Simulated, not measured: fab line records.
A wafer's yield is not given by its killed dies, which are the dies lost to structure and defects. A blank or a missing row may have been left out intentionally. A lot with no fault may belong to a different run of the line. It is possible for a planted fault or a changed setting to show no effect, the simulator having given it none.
fab line records + flow sky130 + part 2 of 2: steps 28 to 39 of 39
record
- lots=5
- wafers=15
- lastDay=50
route steps=708 shown CONTACT@427 METAL1@434 VIA1@458
lots untouched by any fault: they come from a run of this same line in which no faults occurred
startH: hours from the record's first day to the start of the lot's first wafer shown + waitH: hours from the lot's prior step to this one + " the same as in the row above + L1.1+2: one row covering several wafers at once + - either no value or no given start + * or withheld: withheld + < > ~ a bound
route shown NAME@n: names a module that has steps shown in the file, with the first one's number in the route + usual: mean/standard deviation taken from wafers without a fault + same: alike in all rows + chamber/n: place in a boat + sites: each site's reading + _std_site: their standard deviation + _edge_site: the outer-site mean with the inner-site mean subtracted + radiusMm: for every site, how far away it sits from the centre of the wafer + mask NAME#n: copy n + behind: the tool/chamber that last shaped the wafer + hold: cause of the lot's hold/its duration in hours/its outcome + device: which transistor (n, p or np) failed to switch + end of line: tests run on the same wafers once the route is complete + a step with no rows: only its recipe + killed: dies lost to structure and defects at the first sort, not the wafer's yield + map: the dies of a wafer, with x for killed, . for not killed, _ for no die there
set.NAME: the setting that was run; set.NAME@STEP: the one run at that earlier step + model.NAME: the simulator's own value behind a step, which no gauge read
lots at some steps of the route; a table a step, a row a wafer
services: from which hour (startH, from the record's first day; less than 0 if before it) a tool's chamber was out of use, for how many hours, and why
## steps
# step SKY_METAL1_STRIP_20
# recipe
- chemistry=O2/N2
- powerW=1400
- pressureMtorr=1500
- platenTempC=withheld
- o2FlowSccm=3000
- n2FlowSccm=300
- overashFraction=0.5
# usual
- drypumpMotorCurrentA=5.9/0.54
- oesProductAu=0.343/0.0052
- stripTimeToEndpointS=2.68/0.042
| lot.wafer | tool           | chamber | startH | waitH | drypumpMotorCurrentA | oesProductAu | rfHoursCounterH | stripTimeToEndpointS |
|-----------|----------------|---------|--------|-------|----------------------|--------------|-----------------|----------------------|
| L074.2    | plasmaAsher-02 | 1       | 769.14 | 0.1   | 6.2                  | 0.339        | 96              | 2.63                 |
| L074.4    | "              | 0       | "      | "     | 4.9                  | 0.344        | -               | 2.70                 |
| L074.5    | "              | 0       | "      | "     | 4.9                  | 0.336        | -               | 2.69                 |
| L077.2    | plasmaAsher-01 | 1       | 796.48 | 0.1   | 5.7                  | 0.355        | 36              | 2.64                 |
| L077.3    | "              | 0       | "      | "     | 6.1                  | 0.349        | -               | 2.75                 |
| L077.5    | "              | 1       | "      | "     | 5.7                  | 0.331        | -               | 2.71                 |
| L087.4    | plasmaAsher-01 | 0       | 867.67 | 0.1   | 6.1                  | 0.340        | -               | 2.69                 |
| L087.5    | "              | 0       | "      | "     | 6.1                  | 0.341        | -               | 2.66                 |
| L087.6    | "              | 1       | "      | "     | 5.7                  | 0.345        | -               | 2.65                 |
| L093.1    | plasmaAsher-02 | 1       | 918.48 | 0.1   | 6.1                  | 0.341        | 111             | 2.71                 |
| L093.4    | "              | 0       | "      | "     | 4.9                  | 0.344        | -               | 2.67                 |
| L093.6    | "              | 1       | "      | "     | 6.2                  | 0.354        | -               | 2.68                 |
| L094.2    | plasmaAsher-04 | 0       | 928.62 | 0.1   | 6.6                  | 0.338        | 80              | 2.54                 |
| L094.3    | "              | 1       | "      | "     | 5.5                  | 0.338        | -               | 2.73                 |
| L094.6    | "              | 0       | "      | "     | 6.6                  | 0.345        | -               | 2.70                 |
# step SKY_METAL1_STRIP_21
# recipe
- chemistry=postEtchResidueRemover
- timeS=1200
- tempC=72.5
# usual
- bathHeatDutyPct=14.5/1.7
- tempC=72.48/0.11
| lot.wafer | tool        | chamber | startH | waitH | bathHeatDutyPct | tempC |
|-----------|-------------|---------|--------|-------|-----------------|-------|
| L074.2    | wetBench-04 | 3       | 769.24 | 0.1   | 18.1            | 72.54 |
| L074.4    | "           | 3       | "      | "     | 17.1            | 72.56 |
| L074.5    | "           | 3       | "      | "     | 19.3            | 72.54 |
| L077.2    | wetBench-01 | 1       | 796.58 | 0.1   | 15.8            | 72.47 |
| L077.3    | "           | 1       | "      | "     | 16.5            | 72.43 |
| L077.5    | "           | 1       | "      | "     | 15.1            | 72.35 |
| L087.4    | wetBench-04 | 3       | 867.74 | 0.0   | 17.5            | 72.52 |
| L087.5    | "           | 3       | "      | "     | 18.7            | 72.46 |
| L087.6    | "           | 3       | "      | "     | 17.8            | 72.45 |
| L093.1    | wetBench-01 | 3       | 918.58 | 0.1   | 14.1            | 72.66 |
| L093.4    | "           | 3       | "      | "     | 13.0            | 72.65 |
| L093.6    | "           | 3       | "      | "     | 14.1            | 72.64 |
| L094.2    | wetBench-04 | 1       | 928.72 | 0.1   | 14.1            | 72.44 |
| L094.3    | "           | 1       | "      | "     | 14.8            | 72.24 |
| L094.6    | "           | 1       | "      | "     | 13.5            | 72.51 |
# step SKY_METAL1_CLEAN_22
# recipe
- chemistry=IPA
- timeS=180
- tempC=25
# usual
- bathHeatDutyPct=6.3/0.72
- tempC=25.00/0.095
| lot.wafer | tool        | chamber | startH | waitH | bathHeatDutyPct | tempC |
|-----------|-------------|---------|--------|-------|-----------------|-------|
| L074.2    | wetBench-01 | 3       | 769.58 | 0.0   | 6.2             | 25.00 |
| L074.4    | "           | 3       | "      | "     | 6.0             | 25.04 |
| L074.5    | "           | 3       | "      | "     | 6.1             | 25.01 |
| L077.2    | wetBench-01 | 2       | 796.92 | 0.0   | 6.0             | 24.93 |
| L077.3    | "           | 2       | "      | "     | 6.3             | 24.95 |
| L077.5    | "           | 2       | "      | "     | 6.6             | 25.07 |
| L087.4    | wetBench-01 | 1       | 868.08 | 0.0   | 6.0             | 24.90 |
| L087.5    | "           | 1       | "      | "     | 6.4             | 24.80 |
| L087.6    | "           | 1       | "      | "     | 7.4             | 24.90 |
| L093.1    | wetBench-02 | 2       | 918.92 | 0.0   | 5.5             | 25.01 |
| L093.4    | "           | 2       | "      | "     | 6.3             | 24.98 |
| L093.6    | "           | 2       | "      | "     | 6.7             | 24.97 |
| L094.2    | wetBench-01 | 2       | 929.06 | 0.0   | 5.9             | 25.22 |
| L094.3    | "           | 2       | "      | "     | 6.6             | 24.99 |
| L094.6    | "           | 2       | "      | "     | 6.2             | 25.16 |
# step SKY_METAL1_CLEAN_23
# recipe
- chemistry=O3/DIW
- dry=n2Spin
| lot.wafer  | tool        | chamber | startH | waitH |
|------------|-------------|---------|--------|-------|
| L074.2+4+5 | wetBench-02 | 0       | 769.65 | 0.0   |
| L077.2+3+5 | wetBench-01 | 1       | 796.98 | 0.0   |
| L087.4+5+6 | wetBench-04 | 1       | 868.14 | 0.0   |
| L093.1+4+6 | wetBench-01 | 1       | 918.98 | 0.0   |
| L094.2+3+6 | wetBench-04 | 3       | 929.12 | 0.0   |
# step SKY_VIA1_HDPCVD_00
# recipe
- material=SiO2
- targetThkNm=1030
- sigmaOpenFrac=0.3
- timeS=171.7
- tempC=400
- sih4FlowSccm=60
- pressureMtorr=6
| lot.wafer  | tool      | chamber | startH | waitH |
|------------|-----------|---------|--------|-------|
| L074.2+4+5 | hdpcvd-02 | 0,0,1   | 769.74 | 0.0   |
| L077.2+3+5 | hdpcvd-01 | 2,1,1   | 797.07 | 0.0   |
| L087.4+5+6 | hdpcvd-01 | 2,1,0   | 868.29 | 0.1   |
| L093.1+4+6 | hdpcvd-02 | 2,0,2   | 919.07 | 0.0   |
| L094.2+3+6 | hdpcvd-02 | 0,2,2   | 929.21 | 0.0   |
# step SKY_VIA1_THK_MEAS_01
# recipe
- reads=SiO2_of_VIA1_HDPCVD_00
# usual
- VIA1_HDPCVD_THK=1026/13
| lot.wafer | tool         | chamber | startH | waitH | VIA1_HDPCVD_THK[nm] |
|-----------|--------------|---------|--------|-------|---------------------|
| L074.2    | filmMetro-03 | -       | 769.86 | 0.1   | 1045                |
| L074.4    | "            | -       | "      | "     | 1054                |
| L074.5    | "            | -       | "      | "     | 1042                |
| L077.2    | filmMetro-04 | -       | 797.19 | 0.1   | 1030                |
| L077.3    | "            | -       | "      | "     | 1010                |
| L077.5    | "            | -       | "      | "     | 1019                |
| L087.4    | filmMetro-02 | -       | 868.38 | 0.0   | 1038                |
| L087.5    | "            | -       | "      | "     | 1007                |
| L087.6    | "            | -       | "      | "     | 1037                |
| L093.1    | filmMetro-03 | -       | 919.18 | 0.1   | 999                 |
| L093.4    | "            | -       | "      | "     | 1034                |
| L093.6    | "            | -       | "      | "     | 1007                |
| L094.2    | filmMetro-04 | -       | 929.33 | 0.1   | 1038                |
| L094.3    | "            | -       | "      | "     | 1000                |
| L094.6    | "            | -       | "      | "     | 1008                |
# step SKY_VIA1_CMP_02
# recipe
- material=SiO2
- downForcePsi=4
- platenRpm=60
- padVelocityMS=0.94248
# usual
- headPressurePsi=3.998/0.0087
- motorCurrentA=12.0/0.63
| lot.wafer | tool   | chamber | startH | waitH | headPressurePsi | motorCurrentA |
|-----------|--------|---------|--------|-------|-----------------|---------------|
| L074.4    | cmp-02 | 2       | 769.91 | 0.0   | 3.994           | 12.4          |
| L074.2    | "      | 0       | "      | "     | 3.985           | 11.8          |
| L074.5    | "      | 3       | "      | "     | 3.989           | 12.4          |
| L077.2    | cmp-02 | 0       | 797.29 | 0.1   | 3.984           | 12.5          |
| L077.3    | "      | 2       | "      | "     | 3.996           | 12.8          |
| L077.5    | "      | 3       | "      | "     | 3.987           | 12.1          |
| L087.4    | cmp-02 | 3       | 868.41 | 0.0   | 3.999           | 11.7          |
| L087.6    | "      | 3       | "      | "     | 3.984           | 12.1          |
| L087.5    | "      | 0       | "      | "     | 3.986           | 11.5          |
| L093.1    | cmp-01 | 3       | 919.24 | 0.1   | 3.999           | 11.3          |
| L093.4    | "      | 1       | "      | "     | 3.987           | 11.0          |
| L093.6    | "      | 3       | "      | "     | 3.993           | 11.7          |
| L094.3    | cmp-02 | 3       | 929.38 | 0.0   | 3.994           | 11.0          |
| L094.2    | "      | 2       | "      | "     | 4.010           | 13.3          |
| L094.6    | "      | 0       | "      | "     | 4.002           | 11.2          |
# step SKY_VIA1_BOW_MEAS_03
# recipe
- mode=bow
# usual
- VIA1_BOW=82/7.4
| lot.wafer | tool         | chamber | startH | waitH | VIA1_BOW[um] |
|-----------|--------------|---------|--------|-------|--------------|
| L074.2    | filmMetro-02 | -       | 770.23 | 0.2   | 79           |
| L074.4    | "            | -       | "      | "     | 80           |
| L074.5    | "            | -       | "      | "     | 88           |
| L077.2    | filmMetro-04 | -       | 797.56 | 0.2   | 68           |
| L077.3    | "            | -       | "      | "     | 83           |
| L077.5    | "            | -       | "      | "     | 83           |
| L087.4    | filmMetro-03 | -       | 868.77 | 0.3   | 73           |
| L087.5    | "            | -       | "      | "     | 87           |
| L087.6    | "            | -       | "      | "     | 76           |
| L093.1    | filmMetro-03 | -       | 919.54 | 0.2   | 81           |
| L093.4    | "            | -       | "      | "     | 75           |
| L093.6    | "            | -       | "      | "     | 80           |
| L094.2    | filmMetro-03 | -       | 929.70 | 0.1   | 79           |
| L094.3    | "            | -       | "      | "     | 83           |
| L094.6    | "            | -       | "      | "     | 73           |
# step SKY_VIA1_DEHYDRATE_04
# recipe
- tempC=200
- timeS=60
| lot.wafer  | tool          | chamber | startH | waitH |
|------------|---------------|---------|--------|-------|
| L074.2+4+5 | lithoTrack-02 | 0       | 783.06 | 12.8  |
| L077.2+3+5 | lithoTrack-02 | 0       | 810.11 | 12.5  |
| L087.4+5+6 | lithoTrack-01 | 0       | 881.48 | 12.7  |
| L093.1+4+6 | lithoTrack-03 | 0       | 931.81 | 12.2  |
| L094.2+3+6 | lithoTrack-02 | 0       | 941.56 | 11.8  |
# step SKY_VIA1_HMDS_05
# recipe
- primeTimeS=60
- primeTempC=120
# same
- primeTimeS=60
| lot.wafer  | tool          | chamber | startH | waitH |
|------------|---------------|---------|--------|-------|
| L074.2+4+5 | lithoTrack-02 | 0       | 783.21 | 0.1   |
| L077.2+3+5 | lithoTrack-02 | 0       | 810.26 | 0.1   |
| L087.4+5+6 | lithoTrack-01 | 0       | 881.63 | 0.1   |
| L093.1+4+6 | lithoTrack-03 | 0       | 931.96 | 0.1   |
| L094.2+3+6 | lithoTrack-02 | 0       | 941.71 | 0.1   |
# step SKY_VIA1_COAT_06
# recipe
- resist=BARC
- tempC=withheld
- timeS=withheld
- spinRpm=3000
- resistThkNm=60
| lot.wafer  | tool          | chamber | startH | waitH |
|------------|---------------|---------|--------|-------|
| L074.2+4+5 | lithoTrack-02 | 0       | 783.36 | 0.1   |
| L077.2+3+5 | lithoTrack-02 | 0       | 810.41 | 0.1   |
| L087.4+5+6 | lithoTrack-01 | 0       | 881.78 | 0.1   |
| L093.1+4+6 | lithoTrack-03 | 0       | 932.11 | 0.1   |
| L094.2+3+6 | lithoTrack-02 | 0       | 941.86 | 0.1   |
# step SKY_VIA1_COAT_07
# recipe
- resist=KrF-thick
- spinRpm=3000
- resistThkNm=450
| lot.wafer  | tool          | chamber | startH | waitH |
|------------|---------------|---------|--------|-------|
| L074.2+4+5 | lithoTrack-02 | 0       | -      | -     |
| L077.2+3+5 | lithoTrack-02 | 0       | -      | -     |
| L087.4+5+6 | lithoTrack-01 | 0       | -      | -     |
| L093.1+4+6 | lithoTrack-03 | 0       | -      | -     |
| L094.2+3+6 | lithoTrack-02 | 0       | -      | -     |
## services
| tool          | chamber | startH | hours | kind   |
|---------------|---------|--------|-------|--------|
| cmp-01        | -       | 719.98 | 0.8   | repair |
| rieMetal-03   | -       | 725.42 | 0.2   | repair |
| cvdW-02       | 1       | 727.02 | 6.3   | repair |
| krfScanner-01 | -       | 727.85 | 1.0   | pm     |
| cmp-01        | -       | 730.58 | 0.5   | repair |
| cmp-02        | -       | 736.22 | 7.1   | pm     |
| cmp-01        | -       | 744.00 | 4.0   | pm     |
| rieMetal-04   | -       | 745.14 | 1.1   | repair |
| pvdSputter-02 | -       | 753.21 | 3.8   | repair |
| rieMetal-03   | 1       | 757.71 | 6.5   | repair |
| cvdW-02       | -       | 758.38 | 0.9   | repair |
| pvdSputter-02 | -       | 783.89 | 2.0   | repair |
| rieMetal-03   | 0       | 804.55 | 1.2   | repair |
| cmp-02        | -       | 814.45 | 0.3   | repair |
| pvdSputter-02 | -       | 823.24 | 5.2   | repair |
| wetBench-03   | -       | 847.45 | 1.4   | repair |
| cmp-01        | -       | 854.13 | 1.8   | repair |
| wetBench-02   | -       | 854.87 | 3.1   | repair |
| rieMetal-03   | 1       | 859.70 | 55.5  | repair |
| cmp-02        | -       | 894.78 | 14.8  | repair |
| cmp-02        | -       | 912.00 | 4.0   | pm     |
| cmp-01        | -       | 920.50 | 2.2   | repair |
| wetBench-02   | -       | 928.81 | 7.6   | repair |
| wetBench-02   | -       | 936.41 | 4.4   | pm     |
